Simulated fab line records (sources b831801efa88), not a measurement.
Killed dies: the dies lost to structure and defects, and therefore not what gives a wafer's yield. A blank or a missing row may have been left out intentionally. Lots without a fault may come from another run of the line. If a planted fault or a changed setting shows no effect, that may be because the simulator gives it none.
2 desks, one fault :: flow sky130 :: each desk has only its own numbers; what lay behind them comes last

THE METROLOGY DESK
What the gauges read for every lot (on any tool): the sampled wafers with a number, averaged. Marked OUT: a lot whose mean sits more than 4 standard deviations from the usual mean, which makes it out of limits; the brackets give that distance.
Columns: A = VIA2_BOW at SKY_VIA2_BOW_MEAS_03, usual 85 um
lot: L148
first seen here: day 36 22:14
A: 78

lot: L149
first seen here: day 37 11:01
A: 76

lot: L154
first seen here: day 39 01:22
A: 82

lot: L155
first seen here: day 39 05:49
A: 91

lot: L156
first seen here: day 39 15:02
A: 81

lot: L159
first seen here: day 40 13:23
A: 96

lot: L163
first seen here: day 41 11:00
A: 90

lot: L164
first seen here: day 41 19:59
A: 92

lot: L165
first seen here: day 42 03:02
A: 79
Result from this desk: across the 9 lots, nothing is out of limits.

AT THE TOOL OWNER'S DESK: rieDiel-01
The tool's own readings at SKY_VIA3_ETCH_14 (etches BARC in N2/H2, stops on SiO2, time 45.9 s, target depth 60 nm): means of the sampled wafers that have a number, for each lot that ran on this tool. Marked OUT: a lot whose mean sits more than 4 standard deviations from the usual mean, which makes it out of limits; the brackets give that distance.
Columns: A = biasW at SKY_VIA3_ETCH_14, usual 100.0 W; B = chamberPressureMTorr at SKY_VIA3_ETCH_14, usual 30.001 mTorr; C = drypumpMotorCurrentA at SKY_VIA3_ETCH_14, usual 5.8 A; D = oesProductAu at SKY_VIA3_ETCH_14, usual 0.855 a.u.; E = rfFwdPowerW at SKY_VIA3_ETCH_14, usual 494.6 W; F = throttleValvePct at SKY_VIA3_ETCH_14, usual 13.224 %
lot: L149
first seen here: day 41 17:02
A: 100.0
B: 30.002
C: 6.2
D: 0.857
E: 491.4
F: 13.224

lot: L163
first seen here: day 45 09:59
A: 100.0
B: 30.012
C: 5.7
D: 0.859
E: 494.7
F: 13.226

lot: L164
first seen here: day 45 19:37
A: 100.2
B: 30.019
C: 5.7
D: 0.853
E: 494.1
F: 13.218

lot: L165
first seen here: day 46 00:16
A: 100.2
B: 29.996
C: 5.7
D: 0.856
E: 493.6
F: 13.220
Result from this desk: across the 4 lots, nothing is out of limits.

TAKEN TOGETHER
Metrology desk: nothing out of limits seen.
The desk of the tool owner found nothing out of limits.

WHAT THE SIMULATOR HAD INSERTED
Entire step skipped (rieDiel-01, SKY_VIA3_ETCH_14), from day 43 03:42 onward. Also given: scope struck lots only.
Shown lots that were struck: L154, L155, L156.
